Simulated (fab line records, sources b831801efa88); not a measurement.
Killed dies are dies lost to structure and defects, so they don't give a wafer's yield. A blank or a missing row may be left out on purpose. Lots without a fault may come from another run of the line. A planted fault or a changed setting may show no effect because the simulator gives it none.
One fault seen from 2 desks | flow sfq_line | each desk has only its own numbers; what lay behind them comes last

THE TOOL OWNER'S DESK: rie_metal-01
The tool's own readings at SFQ_TRILAYER_M5_BARC_OPEN_METAL_ETCH_161 (etches BARC in O2, target depth 125 nm, time 41.7 s): means of the sampled wafers that have a number, for each lot that ran on this tool. A lot is out of limits, marked OUT, if its mean lies more than 4 standard deviations from the usual mean; the brackets give that distance.
Columns: A = bias_w at SFQ_TRILAYER_M5_BARC_OPEN_METAL_ETCH_161, usual 80.02 W; B = drypump_motor_current_A at SFQ_TRILAYER_M5_BARC_OPEN_METAL_ETCH_161, usual 5.5 A; C = oes_product_au at SFQ_TRILAYER_M5_BARC_OPEN_METAL_ETCH_161, usual 0.685 a.u.; D = rf_fwd_power_W at SFQ_TRILAYER_M5_BARC_OPEN_METAL_ETCH_161, usual 594.3 W
lot  | first seen here | A     | B   | C     | D
L669 | day 59 10:12    | 79.97 | 5.9 | 0.687 | 595.9
L678 | day 62 04:12    | 80.08 | 5.9 | 0.681 | 690.6 (+44) OUT
L680 | day 62 19:48    | 80.33 | 5.9 | 0.686 | 690.3 (+44) OUT
This desk's finding: out of limits on L678, L680; first on L678, day 62 04:12 (rf_fwd_power_W at SFQ_TRILAYER_M5_BARC_OPEN_METAL_ETCH_161). In limits: L669.

THE METROLOGY DESK
What the gauges read, lot by lot, whatever tool the lot ran on: means of the sampled wafers that have a number. A lot is out of limits, marked OUT, if its mean lies more than 4 standard deviations from the usual mean; the brackets give that distance.
Columns: A = M5_OVL at SFQ_M5_OVL_MEAS_932, usual 1 nm
lot  | first seen here | A
L664 | day 58 12:35    | 2
L669 | day 59 10:10    | 3
L678 | day 62 04:10    | 3
L680 | day 62 19:46    | 7
L684 | day 68 21:34    | 0
L687 | day 69 10:46    | -2
This desk's finding: nothing out of limits on any of the 6 lots.

PUT TOGETHER
The tool owner's desk could have raised an alarm at day 62 04:12, on L678, L680.
The metrology desk saw nothing out of limits.
The metrology desk has L678, L680 on record, within its limits.
Of the lots named, all ran SFQ_TRILAYER_M5_BARC_OPEN_METAL_ETCH_161 on rie_metal-01.

WHAT THE SIMULATOR HAD PUT IN
Process parameter drift: rie_metal-01, from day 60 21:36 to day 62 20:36, at SFQ_TRILAYER_M5_BARC_OPEN_METAL_ETCH_161. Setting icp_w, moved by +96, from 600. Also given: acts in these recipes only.
Lots struck among those shown: L678, L680.
Hours from the fault's start to each desk's first reading out of limits: the tool owner's desk, 31.
